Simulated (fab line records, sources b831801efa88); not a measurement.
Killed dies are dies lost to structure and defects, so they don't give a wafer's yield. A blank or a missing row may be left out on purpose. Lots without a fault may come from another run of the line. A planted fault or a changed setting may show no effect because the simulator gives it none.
fab line records | flow gf180mcu
record lots=14 wafers=42 last_day=34
route steps=602 shown NWELL@50 NSD@262 CONTACT@310 M1@319
lots that met no fault: from a run of the same line without faults
start_h: hours from the record's first day to the start of the lot's first wafer shown | wait_h: hours since the lot's step before | " the same as in the row above | L1.1+2: a row that stands for several wafers | - no value, or no start given | * or withheld: withheld | < > ~ a bound
route shown NAME@n: a module of which the file shows steps, and the number in the route of the first | usual: mean/standard deviation of fault-free wafers | same: alike in all rows | chamber/n: place in a boat | sites: the reading at each site | _std_site: their standard deviation | _edge_site: outer sites' mean less inner sites' | radius_mm: how far each site lies from the wafer's centre | mask NAME#n: copy n | behind: the tool/chamber that last shaped the wafer | hold: why the lot was held/for how many hours/how that ended | device: the transistor (n, p or np) that didn't switch | end of line: the same wafers' tests at the end of the route | a step without rows: its recipe alone | killed: dies lost to structure and defects at the first sort, not the wafer's yield | map: a wafer's dies, x killed, . not, _ none there
set.NAME: the setting as run; set.NAME@STEP: as run at that earlier step | model.NAME: the simulator's own value behind a step, which no gauge read
steps of the route over a sample of lots; a table a step, a row a wafer
services: from which hour (start_h, from the record's first day; less than 0 if before it) a tool's chamber was out of use, for how many hours, and why
## steps
# step GF_NWELL_IMPLANT_08
# recipe species=P energy_kev=450 dose_cm2=1.5e+13 tilt_deg=0
# columns lot.wafer tool chamber start_h wait_h
L258.2+3+5 implanter-03 0 55.32 0.0
L260.1+2+4 implanter-03 0 67.94 0.0
L261.1+2+5 implanter-01 0 71.76 0.0
L262.2+4+6 implanter-01 0 76.37 0.0
L263.1+3+4 implanter-02 0 83.21 0.0
L264.1+3+4 implanter-02 0 87.94 0.0
L265.2+5+6 implanter-02 0 92.17 0.0
L266.2+3+5 implanter-03 0 99.58 0.0
L267.1+4+5 implanter-03 0 107.01 0.0
L268.1+3+6 implanter-02 0 110.04 0.0
L269.3+4+6 implanter-03 0 116.56 0.1
L274.1+3+6 implanter-02 0 143.34 0.0
L277.1+5+6 implanter-03 0 159.09 0.0
L278.1+3+6 implanter-03 0 164.29 0.0
# step GF_VT_IMPLANT_RS_MEAS_47
# recipe thk_meas_gauge=four-point-probe
# usual NWELL_RS=486.9/1.2
# columns lot.wafer tool chamber start_h wait_h NWELL_RS[ohm/sq]
L258.2 film_metro-02 - 158.75 0.1 488.7
L258.3 " - " " 489.5
L258.5 " - " " 489.9
L260.1 film_metro-01 - 174.24 0.1 486.5
L260.2 " - " " 486.2
L260.4 " - " " 486.6
L261.1 film_metro-02 - 178.99 0.1 488.0
L261.2 " - " " 488.9
L261.5 " - " " 487.1
L262.2 film_metro-02 - 183.54 0.1 486.5
L262.4 " - " " 485.7
L262.6 " - " " 486.3
L263.1 film_metro-02 - 192.62 0.1 486.5
L263.3 " - " " 486.2
L263.4 " - " " 487.1
L264.1 film_metro-02 - 200.57 0.1 488.7
L264.3 " - " " 489.3
L264.4 " - " " 488.6
L265.2 film_metro-02 - 202.14 0.1 487.5
L265.5 " - " " 489.0
L265.6 " - " " 488.1
L266.2 film_metro-01 - 212.96 0.1 488.2
L266.3 " - " " 486.5
L266.5 " - " " 486.7
L267.1 film_metro-02 - 223.42 0.1 485.7
L267.4 " - " " 486.8
L267.5 " - " " 487.8
L268.1 film_metro-04 - 227.03 0.1 487.1
L268.3 " - " " 486.5
L268.6 " - " " 487.2
L269.3 film_metro-01 - 233.76 0.1 487.0
L269.4 " - " " 486.5
L269.6 " - " " 486.4
L274.1 film_metro-01 - 266.07 0.1 485.2
L274.3 " - " " 484.7
L274.6 " - " " 485.0
L277.1 film_metro-04 - 282.58 0.1 509.3
L277.5 " - " " 509.1
L277.6 " - " " 508.4
L278.1 film_metro-02 - 299.63 0.1 507.8
L278.3 " - " " 508.2
L278.6 " - " " 508.3
# step GF_PSD_RS_MEAS_14
# recipe thk_meas_gauge=four-point-probe
# usual NSD_RS=46.07/0.1
# columns lot.wafer tool chamber start_h wait_h NSD_RS[ohm/sq]
L258.2 film_metro-02 - 327.78 0.1 46.07
L258.3 " - " " 46.08
L258.5 " - " " 46.11
L260.1 film_metro-01 - 345.72 0.1 46.07
L260.2 " - " " 45.95
L260.4 " - " " 46.09
L261.1 film_metro-03 - 349.87 0.1 46.17
L261.2 " - " " 46.26
L261.5 " - " " 46.15
L262.2 film_metro-03 - 351.57 0.1 46.11
L262.4 " - " " 46.17
L262.6 " - " " 46.20
L263.1 film_metro-01 - 372.30 0.1 46.04
L263.3 " - " " 46.03
L263.4 " - " " 46.08
L265.2 film_metro-01 - 374.62 0.1 46.05
L265.5 " - " " 45.99
L265.6 " - " " 46.04
L264.1 film_metro-02 - 375.27 0.1 46.19
L264.3 " - " " 46.03
L264.4 " - " " 46.21
L266.2 film_metro-01 - 395.73 0.1 46.06
L266.3 " - " " 46.08
L266.5 " - " " 45.98
L267.1 film_metro-01 - 398.38 0.1 45.92
L267.4 " - " " 45.91
L267.5 " - " " 45.96
L268.1 film_metro-02 - 403.27 0.1 46.16
L268.3 " - " " 46.03
L268.6 " - " " 46.11
L269.3 film_metro-01 - 407.29 0.1 45.96
L269.4 " - " " 45.90
L269.6 " - " " 45.94
L274.1 film_metro-01 - 451.45 0.1 46.09
L274.3 " - " " 46.08
L274.6 " - " " 46.10
L277.1 film_metro-01 - 474.55 0.1 45.96
L277.5 " - " " 46.02
L277.6 " - " " 46.10
L278.1 film_metro-01 - 494.66 0.1 46.08
L278.3 " - " " 45.94
L278.6 " - " " 45.99
# step GF_CONTACT_SPUTTER_23
# recipe material=TiN target_thk_nm=10 chamber_pressure_pa=5 power_w=4000 time_s=40
# usual throttle_valve_pct=30.2/1.4
# columns lot.wafer tool chamber start_h wait_h throttle_valve_pct
L258.2 pvd_sputter-01 - 372.78 0.0 30.3
L258.3 " - " " 32.0
L258.5 " - " " 27.2
L260.1 pvd_sputter-01 - 392.60 0.0 27.9
L260.2 " - " " 32.2
L260.4 " - " " 30.3
L261.1 pvd_sputter-04 - 396.74 0.0 30.4
L261.2 " - " " 29.0
L261.5 " - " " 29.0
L262.2 pvd_sputter-04 - 399.49 0.0 30.5
L262.4 " - " " 31.3
L262.6 " - " " 30.4
L263.1 pvd_sputter-04 - 421.33 0.0 31.4
L263.3 " - " " 31.5
L263.4 " - " " 31.4
L265.2 pvd_sputter-01 - 423.44 0.0 30.7
L265.5 " - " " 28.2
L265.6 " - " " 30.2
L264.1 pvd_sputter-04 - 424.26 0.0 31.2
L264.3 " - " " 31.4
L264.4 " - " " 29.0
L266.2 pvd_sputter-04 - 445.43 0.0 31.1
L266.3 " - " " 30.1
L266.5 " - " " 30.3
L267.1 pvd_sputter-01 - 448.47 0.0 27.4
L267.4 " - " " 32.6
L267.5 " - " " 28.5
L268.1 pvd_sputter-03 - 454.25 0.0 32.1
L268.3 " - " " 29.4
L268.6 " - " " 32.0
L269.3 pvd_sputter-03 - 457.40 0.0 29.7
L269.4 " - " " 29.2
L269.6 " - " " 29.7
L274.1 pvd_sputter-04 - 501.49 0.0 28.7
L274.3 " - " " 31.5
L274.6 " - " " 30.1
L277.1 pvd_sputter-03 - 524.04 0.0 30.3
L277.5 " - " " 29.6
L277.6 " - " " 29.0
L278.1 pvd_sputter-04 - 543.15 0.0 30.4
L278.3 " - " " 31.1
L278.6 " - " " 31.2
# step GF_M1_SPUTTER_04
# recipe material=TiN target_thk_nm=50 power_w=6500 time_s=41.7 chamber_pressure_pa=0.4
# usual throttle_valve_pct=30.2/1.5
# columns lot.wafer tool chamber start_h wait_h throttle_valve_pct
L258.2 pvd_sputter-03 - 373.68 0.0 29.4
L258.3 " - " " 29.0
L258.5 " - " " 30.4
L260.1 pvd_sputter-01 - 393.54 0.0 30.3
L260.2 " - " " 28.2
L260.4 " - " " 27.2
L261.1 pvd_sputter-03 - 397.54 0.0 29.1
L261.2 " - " " 29.0
L261.5 " - " " 32.5
L262.2 pvd_sputter-01 - 400.39 0.0 30.2
L262.4 " - " " 32.1
L262.6 " - " " 27.1
L263.1 pvd_sputter-03 - 422.13 0.0 32.2
L263.3 " - " " 29.2
L263.4 " - " " 30.1
L265.2 pvd_sputter-02 - 424.29 0.0 29.1
L265.5 " - " " 31.0
L265.6 " - " " 28.7
L264.1 pvd_sputter-03 - 425.06 0.0 31.9
L264.3 " - " " 30.3
L264.4 " - " " 29.7
L266.2 pvd_sputter-03 - 446.23 0.0 29.9
L266.3 " - " " 29.7
L266.5 " - " " 29.8
L267.1 pvd_sputter-03 - 449.34 0.0 29.1
L267.4 " - " " 29.4
L267.5 " - " " 29.0
L268.1 pvd_sputter-01 - 455.05 0.0 27.3
L268.3 " - " " 28.3
L268.6 " - " " 28.1
L269.3 pvd_sputter-03 - 458.20 0.0 32.3
L269.4 " - " " 30.2
L269.6 " - " " 32.3
L274.1 pvd_sputter-02 - 502.29 0.0 29.6
L274.3 " - " " 28.8
L274.6 " - " " 31.8
L277.1 pvd_sputter-02 - 524.84 0.0 28.8
L277.5 " - " " 31.8
L277.6 " - " " 29.0
L278.1 pvd_sputter-02 - 543.95 0.0 29.0
L278.3 " - " " 31.6
L278.6 " - " " 28.9
## services
# columns tool chamber start_h hours kind
pvd_sputter-01 - 36.57 1.4 repair
pvd_sputter-03 - 37.94 7.9 repair
implanter-03 - 43.72 5.5 pm
implanter-03 - 92.06 1.1 repair
pvd_sputter-03 - 97.18 8.2 repair
pvd_sputter-03 - 112.11 3.4 repair
pvd_sputter-01 - 120.83 6.5 repair
implanter-03 - 131.17 18.6 pm
implanter-03 - 165.48 6.2 repair
pvd_sputter-01 - 180.92 2.3 repair
pvd_sputter-03 - 232.30 2.7 repair
implanter-03 - 250.32 0.8 repair
implanter-03 - 254.96 0.7 repair
implanter-03 - 277.10 2.7 repair
pvd_sputter-03 - 331.51 21.3 repair
pvd_sputter-01 - 389.82 0.6 repair
pvd_sputter-01 - 405.68 0.8 repair
implanter-03 - 412.79 6.0 repair
pvd_sputter-04 - 445.56 0.9 repair
pvd_sputter-04 - 448.54 0.8 repair
implanter-03 - 450.32 2.0 repair
implanter-03 - 486.63 2.1 repair
pvd_sputter-03 - 530.64 20.8 repair
pvd_sputter-03 - 530.92 2.7 repair
## key
first_sign step=GF_VT_IMPLANT_RS_MEAS_47 reading=NWELL_RS direction=up sigmas=18 usual=486.9 struck=508.5
effect none on later readings
met_at GF_NWELL_IMPLANT_08
struck_lots L277,L278
tester_left_out L277,L278
not_acting_at GF_PSD_RS_MEAS_14,GF_CONTACT_SPUTTER_23,GF_M1_SPUTTER_04
onset_between 116.56 159.09
also_fits time
fault kind=process_parameter_drift tool=implanter-03 chamber=- onset_h=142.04 steps=GF_NWELL_IMPLANT_08 channel=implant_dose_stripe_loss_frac offset=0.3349 shape=step end_h=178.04
# tester_left_out: of these lots the tester's yield and bins aren't shown, on N5 and GAA mostly nor the transistor test; their killed dies are dies lost to structure and defects alone, not to doping, threshold or leakage, so they don't give the yield
